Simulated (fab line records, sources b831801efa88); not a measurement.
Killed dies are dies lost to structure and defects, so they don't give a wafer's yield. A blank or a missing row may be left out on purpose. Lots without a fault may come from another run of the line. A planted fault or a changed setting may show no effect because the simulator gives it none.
fab line records | flow gf180mcu
record lots=24 wafers=72 last_day=34
route steps=602 shown CONTACT@312 M4@462 V4@479 MIM@522 V5@562 PASSIVATION@599
lots that met no fault: from a run of the same line without faults
start_h: hours from the record's first day to the start of the lot's first wafer shown | wait_h: hours since the lot's step before | " the same as in the row above | L1.1+2: a row that stands for several wafers | - no value, or no start given | * or withheld: withheld | < > ~ a bound
route shown NAME@n: a module of which the file shows steps, and the number in the route of the first | usual: mean/standard deviation of fault-free wafers | same: alike in all rows | chamber/n: place in a boat | sites: the reading at each site | _std_site: their standard deviation | _edge_site: outer sites' mean less inner sites' | radius_mm: how far each site lies from the wafer's centre | mask NAME#n: copy n | behind: the tool/chamber that last shaped the wafer | hold: why the lot was held/for how many hours/how that ended | device: the transistor (n, p or np) that didn't switch | end of line: the same wafers' tests at the end of the route | a step without rows: its recipe alone | killed: dies lost to structure and defects at the first sort, not the wafer's yield | map: a wafer's dies, x killed, . not, _ none there
set.NAME: the setting as run; set.NAME@STEP: as run at that earlier step | model.NAME: the simulator's own value behind a step, which no gauge read
steps of the route over a sample of lots; a table a step, a row a wafer
services: from which hour (start_h, from the record's first day; less than 0 if before it) a tool's chamber was out of use, for how many hours, and why
## steps
# step GF_CONTACT_RS_MEAS_25
# recipe thk_meas_gauge=four-point-probe reads=W_of_CONTACT_CVD_24+TiN_of_CONTACT_SPUTTER_23+Ti_of_CONTACT_SPUTTER_22
# usual CONTACT_W_RS=0.384/0.0052
# columns lot.wafer tool chamber start_h wait_h CONTACT_W_RS[ohm/sq]
L074.1 film_metro-04 - 356.63 0.1 0.387
L074.2 " - " " 0.384
L074.4 " - " " 0.383
L075.2 film_metro-04 - 367.25 0.1 0.381
L075.3 " - " " 0.381
L075.4 " - " " 0.377
L076.1 film_metro-04 - 377.68 0.1 0.383
L076.2 " - " " 0.378
L076.4 " - " " 0.383
L077.1 film_metro-01 - 385.82 0.1 0.385
L077.3 " - " " 0.385
L077.5 " - " " 0.385
L078.1 film_metro-02 - 396.17 0.1 0.380
L078.2 " - " " 0.384
L078.3 " - " " 0.382
L079.2 film_metro-04 - 409.49 0.1 0.378
L079.4 " - " " 0.376
L079.5 " - " " 0.378
L080.3 film_metro-04 - 412.27 0.1 0.389
L080.4 " - " " 0.387
L080.5 " - " " 0.393
L081.2 film_metro-04 - 424.75 0.1 0.390
L081.5 " - " " 0.390
L081.6 " - " " 0.386
L082.2 film_metro-01 - 433.76 0.1 0.389
L082.4 " - " " 0.389
L082.5 " - " " 0.390
L083.3 film_metro-01 - 446.11 0.1 0.383
L083.5 " - " " 0.382
L083.6 " - " " 0.380
L085.1 film_metro-01 - 463.18 0.1 0.377
L085.4 " - " " 0.376
L085.5 " - " " 0.378
L084.1 film_metro-04 - 464.94 0.1 0.378
L084.3 " - " " 0.376
L084.5 " - " " 0.376
L086.3 film_metro-04 - 475.47 0.1 0.394
L086.4 " - " " 0.388
L086.6 " - " " 0.388
L087.1 film_metro-01 - 479.08 0.1 0.385
L087.2 " - " " 0.389
L087.4 " - " " 0.388
L088.1 film_metro-02 - 485.68 0.1 0.385
L088.3 " - " " 0.391
L088.5 " - " " 0.389
L089.2 film_metro-01 - 500.98 0.1 0.384
L089.3 " - " " 0.389
L089.5 " - " " 0.386
L090.1 film_metro-01 - 507.92 0.1 0.381
L090.3 " - " " 0.379
L090.5 " - " " 0.380
L091.2 film_metro-01 - 521.20 0.1 0.381
L091.5 " - " " 0.382
L091.6 " - " " 0.379
L092.1 film_metro-02 - 527.06 0.1 0.388
L092.4 " - " " 0.385
L092.6 " - " " 0.387
L093.2 film_metro-04 - 529.74 0.1 0.389
L093.3 " - " " 0.384
L093.5 " - " " 0.385
L094.2 film_metro-01 - 538.09 0.1 0.381
L094.3 " - " " 0.382
L094.6 " - " " 0.377
L095.4 film_metro-01 - 547.34 0.1 0.391
L095.5 " - " " 0.396
L095.6 " - " " 0.392
L096.2 film_metro-04 - 554.65 0.1 0.383
L096.3 " - " " 0.380
L096.6 " - " " 0.384
L097.1 film_metro-01 - 563.88 0.1 0.379
L097.2 " - " " 0.380
L097.5 " - " " 0.381
# step GF_M4_THK_MEAS_06
# recipe thk_meas_gauge=xrf reads=AlCu_of_M4_SPUTTER_02
# usual M4_ALCU_THK=453/5.8
# columns lot.wafer tool chamber start_h wait_h M4_ALCU_THK[nm]
L074.1 film_metro-04 - 508.42 0.1 456
L074.2 " - " " 452
L074.4 " - " " 456
L075.2 film_metro-01 - 519.81 0.1 452
L075.3 " - " " 455
L075.4 " - " " 456
L076.1 film_metro-03 - 531.11 0.1 446
L076.2 " - " " 447
L076.4 " - " " 439
L077.1 film_metro-01 - 537.93 0.1 456
L077.3 " - " " 447
L077.5 " - " " 450
L078.1 film_metro-03 - 549.66 0.1 449
L078.2 " - " " 452
L078.3 " - " " 460
L079.2 film_metro-03 - 560.29 0.1 443
L079.4 " - " " 446
L079.5 " - " " 443
L080.3 film_metro-03 - 564.87 0.1 450
L080.4 " - " " 442
L080.5 " - " " 453
L081.2 film_metro-03 - 576.76 0.1 451
L081.5 " - " " 451
L081.6 " - " " 448
L082.2 film_metro-03 - 581.84 0.1 457
L082.4 " - " " 454
L082.5 " - " " 454
L083.3 film_metro-01 - 593.44 0.1 455
L083.5 " - " " 455
L083.6 " - " " 461
L085.1 film_metro-04 - 608.89 0.1 454
L085.4 " - " " 455
L085.5 " - " " 456
L084.1 film_metro-03 - 611.39 0.1 453
L084.3 " - " " 450
L084.5 " - " " 452
L086.3 film_metro-04 - 619.87 0.1 449
L086.4 " - " " 453
L086.6 " - " " 450
L087.1 film_metro-03 - 622.77 0.1 445
L087.2 " - " " 447
L087.4 " - " " 441
L088.1 film_metro-03 - 628.11 0.1 448
L088.3 " - " " 454
L088.5 " - " " 453
L089.2 film_metro-01 - 642.75 0.1 457
L089.3 " - " " 455
L089.5 " - " " 457
L090.1 film_metro-04 - 648.09 0.1 451
L090.3 " - " " 453
L090.5 " - " " 455
L091.2 film_metro-01 - 657.92 0.1 458
L091.5 " - " " 458
L091.6 " - " " 459
L092.1 film_metro-03 - 664.71 0.1 457
L092.4 " - " " 456
L092.6 " - " " 456
L093.2 film_metro-04 - 665.11 0.1 447
L093.3 " - " " 447
L093.5 " - " " 443
L094.2 film_metro-01 - 673.21 0.1 460
L094.3 " - " " 458
L094.6 " - " " 458
L095.4 film_metro-01 - 679.89 0.1 459
L095.5 " - " " 465
L095.6 " - " " 467
L096.2 film_metro-01 - 688.16 0.1 463
L096.3 " - " " 465
L096.6 " - " " 465
L097.1 film_metro-01 - 695.37 0.1 451
L097.2 " - " " 455
L097.5 " - " " 456
# step GF_V4_THK_MEAS_03
# recipe reads=SiO2_of_V4_CVD_02
# usual V4_CVD_02_THK=850/9.8
# columns lot.wafer tool chamber start_h wait_h V4_CVD_02_THK[nm]
L074.1 film_metro-02 - 532.70 0.0 846
L074.2 " - " " 848
L074.4 " - " " 867
L075.2 film_metro-04 - 543.99 0.0 841
L075.3 " - " " 839
L075.4 " - " " 846
L076.1 film_metro-02 - 554.84 0.0 846
L076.2 " - " " 829
L076.4 " - " " 853
L077.1 film_metro-02 - 560.70 0.0 858
L077.3 " - " " 852
L077.5 " - " " 867
L078.1 film_metro-02 - 573.14 0.0 851
L078.2 " - " " 846
L078.3 " - " " 852
L079.2 film_metro-01 - 582.69 0.0 849
L079.4 " - " " 858
L079.5 " - " " 845
L080.3 film_metro-01 - 586.65 0.1 854
L080.4 " - " " 852
L080.5 " - " " 859
L081.2 film_metro-01 - 598.91 0.0 834
L081.5 " - " " 858
L081.6 " - " " 853
L082.2 film_metro-04 - 603.38 0.0 845
L082.4 " - " " 852
L082.5 " - " " 856
L083.3 film_metro-02 - 615.76 0.1 851
L083.5 " - " " 859
L083.6 " - " " 865
L085.1 film_metro-01 - 630.66 0.0 849
L085.4 " - " " 868
L085.5 " - " " 864
L084.1 film_metro-02 - 632.26 0.0 832
L084.3 " - " " 834
L084.5 " - " " 843
L086.3 film_metro-02 - 641.23 0.1 853
L086.4 " - " " 864
L086.6 " - " " 864
L087.1 film_metro-02 - 643.62 0.1 849
L087.2 " - " " 841
L087.4 " - " " 855
L088.1 film_metro-02 - 649.06 0.0 848
L088.3 " - " " 834
L088.5 " - " " 854
L089.2 film_metro-01 - 663.33 0.0 850
L089.3 " - " " 858
L089.5 " - " " 868
L090.1 film_metro-01 - 669.29 0.0 840
L090.3 " - " " 854
L090.5 " - " " 853
L091.2 film_metro-01 - 677.72 0.0 826
L091.5 " - " " 847
L091.6 " - " " 853
L092.1 film_metro-02 - 684.56 0.0 843
L092.4 " - " " 856
L092.6 " - " " 855
L093.2 film_metro-01 - 685.07 0.0 851
L093.3 " - " " 852
L093.5 " - " " 859
L094.2 film_metro-01 - 692.82 0.0 842
L094.3 " - " " 820
L094.6 " - " " 848
L095.4 film_metro-04 - 700.01 0.0 868
L095.5 " - " " 858
L095.6 " - " " 867
L096.2 film_metro-02 - 707.33 0.1 861
L096.3 " - " " 854
L096.6 " - " " 862
L097.1 film_metro-02 - 714.07 0.0 842
L097.2 " - " " 837
L097.5 " - " " 846
# step GF_MIM_METAL_ETCH_19
# recipe chemistry=Cl2/BCl3 mask_material=NOVOLAK stop_on=Si3N4 target_depth_nm=324.5 pressure_mtorr=8 icp_w=800 bias_w=140 Cl2_flow_sccm=80 bcl3_flow_sccm=40 time_s=54.1
# usual bcl3_flow_sccm=40.01/0.12 drypump_motor_current_A=5.7/0.41 mfc_cl2_sccm=79.98/0.25 oes_product_au=0.940/0.0057 throttle_valve_pct=28.285/0.0096
# columns lot.wafer tool chamber start_h wait_h bcl3_flow_sccm drypump_motor_current_A mfc_cl2_sccm oes_product_au rf_hours_counter_h throttle_valve_pct
L074.1 rie_metal-01 1 579.76 0.1 39.87 5.6 80.22 0.944 2 28.276
L074.2 " 1 " " 39.95 5.6 80.67 0.946 - 28.270
L074.4 " 1 " " 40.03 5.6 80.52 0.951 - 28.286
L075.2 rie_metal-01 0 590.16 0.1 40.09 5.2 79.82 0.946 0 28.286
L075.3 " 0 " " 40.16 5.2 80.30 0.942 - 28.285
L075.4 " 1 " " 40.00 5.6 80.22 0.944 - 28.283
L076.1 rie_metal-03 1 601.11 0.1 40.08 6.2 79.82 0.937 1 28.287
L076.2 " 0 " " 39.91 6.0 80.09 0.940 0 28.285
L076.4 " 0 " " 39.91 6.0 80.23 0.941 - 28.287
L077.1 rie_metal-02 0 605.96 0.1 40.17 6.2 80.30 0.945 3 28.289
L077.3 " 1 " " 40.13 5.2 79.85 0.928 - 28.282
L077.5 " 1 " " 40.11 5.2 80.00 0.940 - 28.276
L078.1 rie_metal-01 1 619.06 0.1 40.14 5.6 80.26 0.948 4 28.278
L078.2 " 0 " " 40.05 5.3 79.67 0.943 1 28.292
L078.3 " 0 " " 40.24 5.2 80.02 0.937 - 28.277
L079.2 rie_metal-02 1 626.56 0.1 39.97 5.3 80.07 0.941 9 28.284
L079.4 " 1 " " 40.05 5.3 79.97 0.944 - 28.292
L079.5 " 0 " " 39.95 6.3 79.85 0.935 - 28.278
L080.3 rie_metal-03 0 630.18 0.1 39.98 6.0 80.34 0.933 - 28.288
L080.4 " 1 " " 39.87 6.2 79.86 0.935 - 28.288
L080.5 " 0 " " 39.85 6.0 80.17 0.935 - 28.290
L081.2 rie_metal-02 0 642.26 0.1 39.89 6.2 79.87 0.943 4 28.292
L081.5 " 0 " " 39.96 6.3 79.82 0.936 - 28.299
L081.6 " 1 " " 39.99 5.2 80.06 0.936 - 28.296
L082.2 rie_metal-01 1 646.81 0.1 39.93 5.6 79.83 0.938 5 28.304
L082.4 " 1 " " 40.08 5.6 79.63 0.943 - 28.280
L082.5 " 1 " " 39.86 5.6 79.88 0.933 - 28.272
L083.3 rie_metal-01 0 658.38 0.1 39.94 5.2 79.85 0.939 - 28.282
L083.5 " 1 " " 39.95 5.6 80.05 0.934 - 28.275
L083.6 " 0 " " 39.93 5.3 79.54 0.941 - 28.280
L085.1 rie_metal-02 0 672.41 0.1 40.11 6.2 80.12 0.934 5 28.294
L085.4 " 1 " " 40.19 5.3 80.00 0.947 - 28.281
L085.5 " 1 " " 40.24 5.3 79.58 0.941 - 28.296
L084.1 rie_metal-03 0 673.51 0.1 39.98 6.0 80.12 0.939 2 28.300
L084.3 " 1 " " 39.93 6.1 79.90 0.935 - 28.286
L084.5 " 0 " " 39.85 6.0 80.27 0.936 - 28.274
L086.3 rie_metal-02 1 682.38 0.1 39.85 5.3 79.80 0.933 - 28.292
L086.4 " 0 " " 40.01 6.2 79.71 0.949 - 28.302
L086.6 " 1 " " 39.96 5.2 80.11 0.936 - 28.288
L087.1 rie_metal-01 1 685.11 0.1 40.23 5.6 79.87 0.936 6 28.301
L087.2 " 0 " " 40.09 5.2 79.99 0.938 3 28.268
L087.4 " 1 " " 40.10 5.6 80.31 0.941 - 28.286
L088.1 rie_metal-02 0 689.91 0.1 40.22 6.2 80.00 0.933 5 28.267
L088.3 " 0 " " 40.26 6.2 80.15 0.933 - 28.275
L088.5 " 0 " " 40.28 6.3 80.05 0.947 - 28.287
L089.2 rie_metal-01 0 702.51 0.1 39.96 5.2 79.71 0.944 4 28.287
L089.3 " 0 " " 40.11 5.3 79.70 0.939 - 28.295
L089.5 " 1 " " 39.89 5.6 79.98 0.942 - 28.287
L090.1 rie_metal-02 0 708.76 0.1 39.91 6.3 79.43 0.936 6 28.281
L090.3 " 0 " " 40.02 6.2 79.60 0.945 - 28.295
L090.5 " 1 " " 40.06 5.2 79.91 0.933 - 28.282
L091.2 rie_metal-01 0 717.11 0.1 40.02 5.2 79.62 0.933 4 28.298
L091.5 " 1 " " 39.90 5.6 79.73 0.927 - 28.292
L091.6 " 0 " " 40.16 5.2 79.90 0.939 - 28.294
L092.1 rie_metal-03 1 722.26 0.1 40.13 6.2 80.15 0.948 5 28.295
L092.4 " 1 " " 40.16 6.1 80.00 0.937 - 28.270
L092.6 " 1 " " 39.90 6.1 79.98 0.945 - 28.276
L093.2 rie_metal-01 0 723.56 0.1 40.01 5.3 79.54 0.951 4 28.279
L093.3 " 0 " " 39.96 5.3 79.63 0.938 - 28.287
L093.5 " 1 " " 39.72 5.6 79.53 0.947 - 28.279
L094.2 rie_metal-02 0 730.63 0.1 39.79 6.2 79.95 0.948 - 28.278
L094.3 " 0 " " 39.87 6.2 79.99 0.944 - 28.268
L094.6 " 0 " " 39.93 6.2 79.80 0.939 - 28.271
L095.4 rie_metal-02 0 736.93 0.1 40.10 6.2 80.07 0.937 - 28.302
L095.5 " 0 " " 39.91 6.2 79.89 0.935 - 28.290
L095.6 " 1 " " 40.16 5.3 79.82 0.934 - 28.289
L096.2 rie_metal-03 1 744.51 0.1 39.95 6.2 80.11 0.945 6 28.285
L096.3 " 0 " " 40.09 6.0 80.07 0.936 - 28.287
L096.6 " 1 " " 39.87 6.2 79.96 0.946 - 28.287
L097.1 rie_metal-01 1 750.86 0.1 39.89 5.6 79.61 0.940 9 28.287
L097.2 " 0 " " 40.09 5.3 80.08 0.931 6 28.293
L097.5 " 0 " " 40.05 5.3 80.43 0.945 - 28.275
# step GF_V5_SPUTTER_22
# recipe material=TiN target_thk_nm=10 chamber_pressure_pa=5 power_w=4000 time_s=40
# usual throttle_valve_pct=30.1/0.97
# columns lot.wafer tool chamber start_h wait_h throttle_valve_pct
L074.1 pvd_sputter-01 - 625.45 0.0 30.8
L074.2 " - " " 29.9
L074.4 " - " " 30.9
L075.2 pvd_sputter-01 - 633.67 0.0 30.8
L075.3 " - " " 28.9
L075.4 " - " " 29.3
L076.1 pvd_sputter-03 - 644.12 0.0 31.7
L076.2 " - " " 30.0
L076.4 " - " " 28.7
L077.1 pvd_sputter-02 - 649.60 0.0 30.1
L077.3 " - " " 29.4
L077.5 " - " " 29.5
L078.1 pvd_sputter-01 - 660.51 0.0 30.7
L078.2 " - " " 29.4
L078.3 " - " " 29.4
L079.2 pvd_sputter-03 - 669.66 0.0 31.7
L079.4 " - " " 30.2
L079.5 " - " " 30.0
L080.3 pvd_sputter-03 - 672.66 0.0 31.8
L080.4 " - " " 30.5
L080.5 " - " " 30.2
L081.2 pvd_sputter-03 - 683.00 0.0 30.5
L081.5 " - " " 30.7
L081.6 " - " " 28.7
L082.2 pvd_sputter-01 - 687.55 0.0 29.3
L082.4 " - " " 29.4
L082.5 " - " " 29.0
L083.3 pvd_sputter-01 - 698.15 0.0 30.6
L083.5 " - " " 29.0
L083.6 " - " " 30.8
L085.1 pvd_sputter-03 - 712.01 0.0 30.4
L085.4 " - " " 31.5
L085.5 " - " " 30.7
L084.1 pvd_sputter-01 - 713.31 0.0 30.6
L084.3 " - " " 29.0
L084.5 " - " " 29.2
L086.3 pvd_sputter-01 - 721.91 0.0 31.3
L086.4 " - " " 31.2
L086.6 " - " " 30.9
L087.1 pvd_sputter-03 - 722.81 0.0 29.0
L087.2 " - " " 29.9
L087.4 " - " " 31.7
L088.1 pvd_sputter-02 - 728.60 0.0 28.1
L088.3 " - " " 29.5
L088.5 " - " " 29.7
L089.2 pvd_sputter-03 - 740.10 0.0 28.8
L089.3 " - " " 31.9
L089.5 " - " " 30.4
L090.1 pvd_sputter-02 - 747.14 0.0 30.2
L090.3 " - " " 28.4
L090.5 " - " " 31.7
L091.2 pvd_sputter-01 - 754.91 0.0 30.4
L091.5 " - " " 28.9
L091.6 " - " " 30.6
L092.1 pvd_sputter-01 - 759.41 0.0 29.0
L092.4 " - " " 29.4
L092.6 " - " " 29.3
L093.2 pvd_sputter-03 - 760.81 0.0 31.8
L093.3 " - " " 30.4
L093.5 " - " " 31.7
L094.2 pvd_sputter-01 - 766.55 0.0 30.9
L094.3 " - " " 29.6
L094.6 " - " " 29.4
L095.4 pvd_sputter-01 - 773.46 0.0 31.2
L095.5 " - " " 31.0
L095.6 " - " " 30.7
L096.2 pvd_sputter-01 - 780.19 0.0 29.3
L096.3 " - " " 29.6
L096.6 " - " " 29.1
L097.1 pvd_sputter-01 - 786.00 0.0 30.9
L097.2 " - " " 30.6
L097.5 " - " " 29.6
# step GF_PASSIVATION_STRIP_12
# recipe chemistry=O2/N2 power_w=1400 pressure_mtorr=1500 platen_temp_c=250 o2_flow_sccm=3000 n2_flow_sccm=300 overash_fraction=0.5
# usual drypump_motor_current_A=5.8/0.43 heater_power_w=302/25 oes_product_au=0.719/0.0048 strip_time_to_endpoint_s=34.69/0.22
# columns lot.wafer tool chamber start_h wait_h drypump_motor_current_A heater_power_w oes_product_au rf_hours_counter_h strip_time_to_endpoint_s
L074.1 plasma_asher-01 0 667.75 0.1 5.4 279 0.720 94 34.81
L074.2 " 1 " " 6.4 282 0.722 94 34.49
L074.4 " 0 " " 5.4 279 0.714 - 34.51
L075.2 plasma_asher-02 1 675.15 0.1 5.6 308 0.721 60 34.49
L075.3 " 1 " " 5.6 303 0.718 - 34.78
L075.4 " 0 " " 5.7 318 0.719 - 34.57
L076.1 plasma_asher-01 1 685.55 0.1 6.4 283 0.723 96 34.78
L076.2 " 0 " " 5.4 276 0.723 96 35.02
L076.4 " 1 " " 6.4 284 0.722 - 34.85
L077.1 plasma_asher-02 0 689.70 0.1 5.7 317 0.719 62 34.87
L077.3 " 1 " " 5.6 311 0.712 - 34.43
L077.5 " 1 " " 5.6 307 0.719 - 34.72
L078.1 plasma_asher-01 1 700.35 0.1 6.4 282 0.723 98 34.69
L078.2 " 0 " " 5.4 285 0.710 98 34.89
L078.3 " 1 " " 6.4 282 0.721 - 34.78
L079.2 plasma_asher-01 1 709.35 0.1 6.5 282 0.723 99 34.83
L079.4 " 1 " " 6.4 285 0.719 - 34.96
L079.5 " 1 " " 6.5 279 0.717 - 34.72
L080.3 plasma_asher-04 1 712.33 0.2 6.3 340 0.724 - 35.35
L080.4 " 0 " " 5.3 364 0.714 - 35.21
L080.5 " 1 " " 6.3 341 0.724 - 34.92
L081.2 plasma_asher-02 1 721.50 0.1 5.6 308 0.718 65 34.72
L081.5 " 1 " " 5.5 312 0.719 - 34.43
L081.6 " 0 " " 5.7 307 0.709 - 34.69
L082.2 plasma_asher-02 0 727.05 0.1 5.7 312 0.719 66 34.49
L082.4 " 0 " " 5.7 312 0.723 - 34.45
L082.5 " 1 " " 5.6 305 0.717 - 34.54
L083.3 plasma_asher-01 1 736.28 0.2 6.4 282 0.726 - 34.88
L083.5 " 1 " " 6.4 277 0.726 - 35.07
L083.6 " 0 " " 5.4 281 0.714 - 34.73
L085.1 plasma_asher-01 0 748.85 0.1 5.4 280 0.729 103 34.22
L085.4 " 1 " " 6.4 271 0.718 - 34.34
L085.5 " 1 " " 6.4 284 0.715 - 34.51
L084.1 plasma_asher-01 0 749.85 0.1 5.4 281 0.721 103 34.70
L084.3 " 1 " " 6.4 284 0.727 - 34.66
L084.5 " 0 " " 5.4 289 0.720 - 34.85
L086.3 plasma_asher-04 0 759.13 0.2 5.3 378 0.728 - 34.72
L086.4 " 1 " " 6.3 322 0.724 - 34.70
L086.6 " 0 " " 5.3 375 0.726 - 34.56
L087.1 plasma_asher-01 1 759.15 0.1 6.4 276 0.715 104 34.30
L087.2 " 0 " " 5.4 281 0.732 104 34.66
L087.4 " 1 " " 6.4 279 0.720 - 34.43
L088.1 plasma_asher-02 1 764.45 0.1 5.6 306 0.726 70 34.83
L088.3 " 0 " " 5.7 312 0.724 - 34.61
L088.5 " 1 " " 5.6 309 0.711 - 34.52
L089.2 plasma_asher-02 1 775.25 0.1 5.5 316 0.721 71 34.57
L089.3 " 0 " " 5.7 314 0.711 - 34.54
L089.5 " 0 " " 5.7 319 0.718 - 34.61
L090.1 plasma_asher-01 1 781.57 0.2 6.5 282 0.718 107 34.59
L090.3 " 1 " " 6.4 277 0.725 - 34.41
L090.5 " 1 " " 6.4 283 0.718 - 34.72
L091.2 plasma_asher-02 1 788.30 0.1 5.5 312 0.710 73 34.38
L091.5 " 0 " " 5.7 315 0.717 - 34.33
L091.6 " 1 " " 5.6 316 0.714 - 34.22
L092.1 plasma_asher-01 0 793.62 0.2 5.4 277 0.715 108 34.53
L092.4 " 0 " " 5.4 283 0.709 - 34.57
L092.6 " 1 " " 6.4 277 0.723 - 34.84
L093.2 plasma_asher-02 1 794.39 0.1 5.6 313 0.715 73 34.72
L093.3 " 1 " " 5.6 306 0.719 - 34.62
L093.5 " 1 " " 5.6 316 0.725 - 34.70
L094.2 plasma_asher-02 0 799.94 0.1 5.7 313 0.712 74 34.70
L094.3 " 0 " " 5.7 316 0.726 - 34.51
L094.6 " 1 " " 5.6 312 0.716 - 34.49
L095.4 plasma_asher-04 0 805.48 0.0 5.3 367 0.722 - 34.80
L095.5 " 1 " " 6.3 340 0.720 - 34.65
L095.6 " 0 " " 5.3 379 0.715 - 34.90
L096.2 plasma_asher-01 0 812.69 0.1 5.4 289 0.720 110 34.69
L096.3 " 1 " " 6.5 272 0.719 - 34.66
L096.6 " 0 " " 5.4 279 0.718 - 34.60
L097.1 plasma_asher-01 0 817.84 0.1 5.4 285 0.715 110 34.84
L097.2 " 1 " " 6.4 278 0.719 110 35.16
L097.5 " 1 " " 6.5 276 0.723 - 34.74
## services
# columns tool chamber start_h hours kind
rie_metal-02 - 569.62 0.4 repair
pvd_sputter-01 - 571.38 22.5 repair
rie_metal-01 0 572.81 3.8 repair
rie_metal-01 0 576.56 - clean
rie_metal-01 0 576.56 13.3 scheduled_down
rie_metal-03 - 589.85 2.3 repair
pvd_sputter-02 - 620.63 1.9 repair
rie_metal-01 - 624.86 0.4 repair
plasma_asher-04 - 632.76 4.3 repair
rie_metal-01 - 638.39 1.4 pm
plasma_asher-04 - 649.08 15.5 repair
rie_metal-03 - 663.95 1.7 repair
plasma_asher-04 - 665.54 2.8 pm
rie_metal-01 - 675.34 2.8 pm
pvd_sputter-01 - 701.40 2.1 repair
rie_metal-03 - 702.87 0.6 repair
pvd_sputter-01 3 704.04 - consumable_replace:kit
pvd_sputter-01 3 704.04 18.0 scheduled_down
pvd_sputter-01 3 704.04 18.0 vent_cycle
plasma_asher-04 - 733.75 9.0 pm
plasma_asher-01 - 752.34 0.8 repair
pvd_sputter-03 - 752.57 0.7 repair
pvd_sputter-03 - 765.14 2.7 repair
rie_metal-03 1 766.87 18.9 repair
## key
fault none
